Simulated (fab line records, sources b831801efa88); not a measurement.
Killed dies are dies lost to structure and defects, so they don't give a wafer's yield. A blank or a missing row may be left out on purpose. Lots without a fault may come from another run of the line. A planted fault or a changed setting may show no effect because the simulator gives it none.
fab line records | flow sky130
record lots=5 wafers=15 last_day=49
route steps=708 shown VIA3@577 METAL4@598 CAP2M@603 PAD_OPEN@708
lots that met no fault: from a run of the same line without faults
start_h: hours from the record's first day to the start of the lot's first wafer shown | wait_h: hours since the lot's step before | " the same as in the row above | L1.1+2: a row that stands for several wafers | - no value, or no start given | * or withheld: withheld | < > ~ a bound
route shown NAME@n: a module of which the file shows steps, and the number in the route of the first | usual: mean/standard deviation of fault-free wafers | same: alike in all rows | chamber/n: place in a boat | sites: the reading at each site | _std_site: their standard deviation | _edge_site: outer sites' mean less inner sites' | radius_mm: how far each site lies from the wafer's centre | mask NAME#n: copy n | behind: the tool/chamber that last shaped the wafer | hold: why the lot was held/for how many hours/how that ended | device: the transistor (n, p or np) that didn't switch | end of line: the same wafers' tests at the end of the route | a step without rows: its recipe alone | killed: dies lost to structure and defects at the first sort, not the wafer's yield | map: a wafer's dies, x killed, . not, _ none there
set.NAME: the setting as run; set.NAME@STEP: as run at that earlier step | model.NAME: the simulator's own value behind a step, which no gauge read
lots at some steps of the route; a table a step, a row a wafer
services: from which hour (start_h, from the record's first day; less than 0 if before it) a tool's chamber was out of use, for how many hours, and why
## steps
# step SKY_VIA3_DEHYDRATE_04
# recipe temp_c=200 time_s=60
# step SKY_VIA3_HMDS_05
# recipe prime_time_s=60 prime_temp_c=120
# step SKY_VIA3_COAT_06
# recipe resist=BARC temp_c=withheld time_s=withheld spin_rpm=3000 resist_thk_nm=60
# step SKY_VIA3_COAT_07
# recipe resist=KrF-thick spin_rpm=3000 resist_thk_nm=450
# step SKY_VIA3_SOFTBAKE_08
# recipe temp_c=100 time_s=90 resist=KrF-thick
# step SKY_VIA3_EXPOSE_09
# recipe mask_id=VIM3 na=0.8 source_shape=annular sigma_inner=0.55 sigma_outer=0.85 target_cd_nm=200 dose_mj=38
# step SKY_VIA3_PEB_10
# recipe peb_temp_c=withheld peb_time_s=withheld resist=KrF-thick
# step SKY_VIA3_DEVELOP_11
# recipe develop_time_s=60 resist=KrF-thick dev_temp_c=21
# step SKY_VIA3_ETCH_14
# recipe chemistry=N2/H2 target=BARC ion_energy_ev=200 source_w=500 bias_w=100 pressure_mtorr=30 n2_flow_sccm=100 h2_flow_sccm=200 stop_on=SiO2 time_s=45.9 target_depth_a=600
# step SKY_VIA3_ETCH_15
# recipe target=SiO2 chemistry=C4F8/O2/Ar target_depth_nm=507 stop_on=TiN mask_material=KrF-thick source_w=1500 bias_w=1200 pressure_mtorr=40 c4f8_flow_sccm=withheld O2_flow_sccm=6 Ar_flow_sccm=300 time_s=78
# step SKY_VIA3_STRIP_16
# recipe chemistry=O2/N2 power_w=1400 pressure_mtorr=1500 platen_temp_c=withheld o2_flow_sccm=3000 n2_flow_sccm=300 overash_fraction=0.5
# usual drypump_motor_current_A=5.8/0.43 oes_product_au=0.402/0.0051 strip_time_to_endpoint_s=4.132/0.03
# columns lot.wafer tool chamber start_h wait_h drypump_motor_current_A oes_product_au rf_hours_counter_h strip_time_to_endpoint_s
L159.1 plasma_asher-01 1 937.29 0.0 5.4 0.399 119 4.148
L159.3 " 0 " " 5.2 0.403 - 4.113
L159.6 " 0 " " 5.2 0.400 - 4.151
L163.2 plasma_asher-01 0 976.54 0.0 5.3 0.395 123 4.097
L163.5 " 1 " " 5.4 0.387 - 4.088
L163.6 " 0 " " 5.2 0.401 - 4.174
L165.4 plasma_asher-01 0 983.13 0.1 5.3 0.413 - 4.173
L165.5 " 1 " " 5.5 0.394 - 4.101
L165.6 " 0 " " 5.2 0.388 - 4.052
L166.2 plasma_asher-01 0 998.74 0.0 5.3 0.407 125 4.133
L166.4 " 0 " " 5.2 0.403 - 4.130
L166.5 " 1 " " 5.4 0.405 - 4.106
L175.2 plasma_asher-02 1 1051.20 0.0 5.6 0.409 81 4.155
L175.3 " 1 " " 5.6 0.397 - 4.103
L175.4 " 0 " " 5.6 0.405 - 4.138
# step SKY_VIA3_STRIP_17
# recipe chemistry=post_etch_residue_remover time_s=1200 temp_c=72.5
# step SKY_VIA3_CLEAN_18
# recipe chemistry=IPA time_s=180 temp_c=25
# step SKY_VIA3_CLEAN_19
# recipe chemistry=O3/DIW dry=n2_spin
# step SKY_VIA3_SPUTTER_20
# recipe material=TiN target_thk_nm=20 chamber_pressure_pa=4.812 power_w=4000 time_s=80
# step SKY_VIA3_CVD_21
# recipe material=W target_thk_nm=390 time_s=117.31 temp_c=400 pressure_torr=40
# step SKY_VIA3_CMP_24
# recipe stop_on=SiO2 t_overpolish_s=20 down_force_psi=3.5 platen_rpm=60 target_thk_nm=0 pad_velocity_m_s=0.94248
# step SKY_METAL4_SPUTTER_00
# recipe material=Ti target_thk_nm=15 power_w=3000 time_s=10 chamber_pressure_pa=0.4
# step SKY_METAL4_SPUTTER_01
# recipe material=TiN target_thk_nm=20 power_w=6500 time_s=16.44 chamber_pressure_pa=0.4
# step SKY_METAL4_SPUTTER_02
# recipe material=AlCu target_thk_nm=735 power_w=10600 time_s=39.1 chamber_pressure_pa=0.4
# step SKY_METAL4_SPUTTER_03
# recipe material=Ti target_thk_nm=5 power_w=3000 time_s=3.3 chamber_pressure_pa=0.4
# step SKY_METAL4_SPUTTER_04
# recipe material=TiN target_thk_nm=70 power_w=6500 time_s=58.3 chamber_pressure_pa=0.4
# step SKY_CAP2M_CVD_00
# recipe material=SiO2 target_thk_nm=15.5 temp_c=400 time_s=withheld rf_w=450
# step SKY_CAP2M_SPUTTER_02
# recipe material=TiN target_thk_nm=200 temp_c=300 power_w=6500 time_s=166.7 chamber_pressure_pa=0.4
# step SKY_CAP2M_DEHYDRATE_05
# recipe temp_c=200 time_s=60
# step SKY_CAP2M_HMDS_06
# recipe prime_time_s=60 prime_temp_c=120
# step SKY_CAP2M_COAT_07
# recipe resist=NOVOLAK spin_rpm=3000 resist_thk_nm=1140
# step SKY_CAP2M_SOFTBAKE_08
# recipe temp_c=90 time_s=60 resist=NOVOLAK
# step SKY_CAP2M_EXPOSE_09
# recipe mask_id=CAP2M na=0.6 source_shape=conventional sigma_outer=0.6 polarization=unpolarized target_cd_nm=1000 dose_mj=159
# step SKY_CAP2M_PEB_10
# recipe temp_c=withheld time_s=* resist=NOVOLAK
# step SKY_CAP2M_DEVELOP_11
# recipe resist=NOVOLAK developer=TMAH develop_time_s=60 dev_temp_c=23
# step SKY_CAP2M_METAL_ETCH_13
# recipe target_depth_nm=220 stop_on=SiO2 chemistry=Cl2/BCl3 target=TiN pressure_mtorr=10 icp_w=900 bias_w=48.5 Cl2_flow_sccm=60 bcl3_flow_sccm=30 time_s=62.9
# step SKY_CAP2M_STRIP_14
# recipe chemistry=O2/N2 power_w=1400 pressure_mtorr=1500 platen_temp_c=withheld o2_flow_sccm=3000 n2_flow_sccm=300 overash_fraction=0.5
# step SKY_CAP2M_STRIP_15
# recipe chemistry=post_etch_residue_remover time_s=1200 temp_c=72.5
# step SKY_PAD_OPEN_PROBE_99
# usual defect_limited_yield=82.6/1.9 killed_at_M0_to_M3=42/7 killed_at_M4_up=3.2/1.6 killed_at_contacts=24/5.8 killed_at_front_end=16/4.3 killed_at_other=0.3/0.62 killed_dies=86/9.5 killed_open=46/6.4 killed_short=39/6.3 sort_bin_3_pad_short=0.9/0.43 sort_bin_5_function=10.5/1.4 sort_bin_6_memory=6.1/1.2 sort_n_pass=406/9.5 sort_yield_pct=82.6/1.9
# same gross_dies=492 killed_at_back_side=0 sort_bin_4_leakage[%]=0 sort_bin_8_speed[%]=0
# columns lot.wafer tool chamber start_h wait_h defect_limited_yield[%] killed_at_M0_to_M3 killed_at_M4_up killed_at_contacts killed_at_front_end killed_at_other killed_dies killed_open killed_short sort_bin_3_pad_short[%] sort_bin_5_function[%] sort_bin_6_memory[%] sort_n_pass sort_yield_pct[%] model.etest.tester.sort_n_pass model.etest.tester.sort_yield_pct model.etest.tester.sort_bin_5_pct model.etest.tester.sort_bin_3_pct
L159.1 prober-01 - 1084.45 0.1 78.7 60 5 23 17 0 105 62 43 0.8 11.0 9.6 387 78.7 387 78.66 10.98 0.813
L159.3 prober-01 - 1084.55 0.2 83.1 44 3 25 11 0 83 46 36 0.2 11.6 5.1 409 83.1 409 83.13 11.59 0.2033
L159.6 prober-01 - 1084.70 0.2 83.9 41 2 19 17 0 79 35 44 1.4 8.7 5.9 413 83.9 413 83.94 8.74 1.423
L163.2 prober-02 - 1116.57 0.1 81.5 49 2 26 14 0 91 47 44 1.4 11.8 5.3 401 81.5 401 81.5 11.79 1.423
L163.5 prober-02 - 1116.72 0.2 69.3 108 3 31 9 0 151 43 43 4.3 18.7 7.7 341 69.3 341 69.31 18.7 4.268
L163.6 prober-02 - 1116.77 0.2 84.3 41 3 20 13 0 77 36 41 1.0 8.9 5.7 415 84.3 415 84.35 8.943 1.016
L165.5 prober-01 - 1121.90 0.2 72.0 104 1 23 10 0 138 35 34 3.0 17.1 7.9 354 72.0 354 71.95 17.07 3.049
L166.2 prober-01 - 1136.52 0.1 82.7 52 3 23 7 0 85 43 42 0.4 10.2 6.7 407 82.7 407 82.72 10.16 0.4065
L166.4 prober-01 - 1136.62 0.2 81.9 39 3 33 13 1 89 49 39 1.6 10.4 6.1 403 81.9 403 81.91 10.37 1.626
L166.5 prober-01 - 1136.67 0.2 71.1 101 3 27 11 0 142 49 28 3.9 18.3 6.7 350 71.1 350 71.14 18.29 3.862
L175.2 prober-01 - 1174.65 0.1 78.9 49 8 30 17 0 104 58 44 1.6 12.0 7.5 388 78.9 388 78.86 11.99 1.626
L175.3 prober-01 - 1174.70 0.2 84.1 47 4 17 10 0 78 43 33 0.8 10.6 4.5 414 84.1 414 84.15 10.57 0.813
L175.4 prober-01 - 1174.75 0.2 83.9 46 1 20 12 0 79 41 37 0.8 10.0 5.3 413 83.9 413 83.94 9.959 0.813
# killed by level:class
L159.1 VIA1:geometric_particle:open=16 CONTACT:geometric_particle:open=13 VIA3:geometric_particle:open=9 METAL1:geometric_particle:short=7 VIA1:geometric_particle:short=7 VIA2:geometric_particle:open=7 FIELD_ISO:geometric_particle:open=4 LI_CONTACT:geometric_particle:open=4
L159.3 LI_CONTACT:geometric_particle:open=8 VIA2:geometric_particle:open=7 VIA3:geometric_particle:open=7 METAL1:geometric_particle:short=6 CONTACT:geometric_particle:open=6 VIA1:geometric_particle:open=6 FIELD_ISO:geometric_particle:open=4 LOCAL_INTERCONNECT:geometric_particle:short=4
L159.6 METAL1:geometric_particle:short=9 CONTACT:geometric_particle:open=7 VIA1:geometric_particle:short=7 FIELD_ISO:geometric_particle:short=6 LI_CONTACT:geometric_particle:open=6 VIA2:geometric_particle:open=6 POLY_GATE:geometric_particle:open=4 METAL2:geometric_particle:short=4
L163.2 VIA3:geometric_particle:open=13 LI_CONTACT:geometric_particle:open=7 CONTACT:geometric_particle:open=7 POLY_GATE:geometric_particle:short=6 LOCAL_INTERCONNECT:geometric_particle:short=6 METAL1:geometric_particle:short=6 VIA1:geometric_particle:short=6 VIA1:geometric_particle:open=6
L163.5 VIA3:unspecified=65 LI_CONTACT:geometric_particle:open=9 VIA3:geometric_particle:open=9 VIA1:geometric_particle:open=9 LOCAL_INTERCONNECT:geometric_particle:short=7 CONTACT:geometric_particle:open=7 METAL2:geometric_particle:short=6 METAL1:geometric_particle:short=5
L163.6 METAL1:geometric_particle:short=9 VIA1:geometric_particle:open=8 CONTACT:geometric_particle:open=8 METAL2:geometric_particle:short=6 FIELD_ISO:geometric_particle:short=5 LI_CONTACT:geometric_particle:open=5 METAL3:geometric_particle:short=5 FIELD_ISO:geometric_particle:open=4
L165.5 VIA3:unspecified=69 VIA3:geometric_particle:open=9 CONTACT:geometric_particle:open=7 FIELD_ISO:geometric_particle:short=6 LOCAL_INTERCONNECT:geometric_particle:short=5 CONTACT:geometric_particle:short=5 VIA1:geometric_particle:open=5 LI_CONTACT:geometric_particle:open=4
L166.2 METAL2:geometric_particle:short=13 VIA1:geometric_particle:open=9 LI_CONTACT:geometric_particle:open=9 VIA3:geometric_particle:open=8 CONTACT:geometric_particle:open=6 METAL1:geometric_particle:short=6 CONTACT:geometric_particle:short=5 FIELD_ISO:geometric_particle:open=3
L166.4 LI_CONTACT:geometric_particle:open=10 CONTACT:geometric_particle:open=10 METAL1:geometric_particle:short=10 VIA1:geometric_particle:open=8 CONTACT:geometric_particle:short=6 VIA3:geometric_particle:open=6 VIA2:geometric_particle:open=5 FIELD_ISO:geometric_particle:short=4
L166.5 VIA3:unspecified=65 VIA1:geometric_particle:open=10 VIA3:geometric_particle:open=10 CONTACT:geometric_particle:open=8 LI_CONTACT:geometric_particle:open=5 LOCAL_INTERCONNECT:geometric_particle:short=5 LOCAL_INTERCONNECT:geometric_particle:open=5 POLY_GATE:geometric_particle:short=4
L175.2 VIA1:geometric_particle:open=15 VIA2:geometric_particle:open=11 CONTACT:geometric_particle:open=9 POLY_GATE:geometric_particle:open=7 LOCAL_INTERCONNECT:geometric_particle:short=6 VIA1:geometric_particle:short=6 METAL4:geometric_particle:short=6 FIELD_ISO:geometric_particle:open=5
L175.3 VIA2:geometric_particle:open=14 CONTACT:geometric_particle:open=8 VIA1:geometric_particle:open=7 LI_CONTACT:geometric_particle:open=5 VIA2:geometric_particle:short=5 METAL1:geometric_particle:short=5 METAL2:geometric_particle:short=5 FIELD_ISO:geometric_particle:open=4
L175.4 CONTACT:geometric_particle:open=10 VIA1:geometric_particle:open=8 VIA3:geometric_particle:open=8 METAL1:geometric_particle:short=7 LOCAL_INTERCONNECT:geometric_particle:short=5 METAL2:geometric_particle:short=5 FIELD_ISO:geometric_particle:short=4 VIA1:geometric_particle:short=4
# map L163.5 (x killed, . not)
__________.........._________
________.....xxxxxx..._______
______..x....xxxxxxx..x._____
_____..x...xxxxxxxxxxx..x____
____xx.x....xxxxxxxxx...x.___
___.x......xxxxxxxxxxx.xx..__
__.....x...xxxxxxxxxxxx....x_
_...........xxxxxxxx.xx.....x
_xxx.x......x.xxxxx...xx.x.x.
_.......xx.x..xxx..x.........
_x...xx........x..x..x..xxxx.
_.....x........xx......x...x.
_...x.....x......x.....x.....
_.x.....xx.xx.x....x..x...xx.
_....x..........x.......x....
__....x.......x............x_
___x.x....xx......x........__
____....x..x...x........x.___
_____....................____
______.................._____
________x.x..x.x......_______
__________...x.....x_________
# map L165.5 (x killed, . not)
__________....x...x._________
________x.xx.x...xx..x_______
______.......xxxxxxx...._____
_____.x...xxxxxxxxxx.x...____
____.x..x..xxxxxxxxxxx..x.___
___....x.xxxxxxxxxxxx....x.__
__...x.....xxxxxxxxx........_
_..x.........xxxxxxxxx.xx...x
_...x....x..xxx.xxx.x.x.....x
_x.........x...xx.....x..x...
_..xx.....................x..
_.........x........x.......xx
_..x.........x..x.x.x........
_.....x.........x............
_...xx.....x...x.x....x......
__.......x...............x.._
___x..x...xx......x...x....__
____x....x................___
_____........x.......x...____
______..x..x..xx....xx.x_____
________.x............_______
__________x.....x..._________
## services
# columns tool chamber start_h hours kind
plasma_asher-02 - 979.35 2.6 repair
## key
first_sign step=SKY_PAD_OPEN_PROBE_99 reading=killed_at_M0_to_M3 direction=up sigmas=8.8 usual=42 struck=104
effect step=SKY_PAD_OPEN_PROBE_99 reading=sort_bin_3_pad_short direction=up sigmas=6.7 usual=0.9 struck=3.7
model_effect step=SKY_PAD_OPEN_PROBE_99 value=etest.tester.sort_n_pass without=410 struck=348.3
met_at SKY_VIA3_STRIP_16
struck_wafers L163.5,L165.5,L166.5
onset_between 937.29 976.54
fault kind=chamber_particle_source tool=plasma_asher-01 chamber=1 onset_h=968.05 steps=SKY_VIA3_STRIP_16 rate_per_visit_cm2=1.646 end_h=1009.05
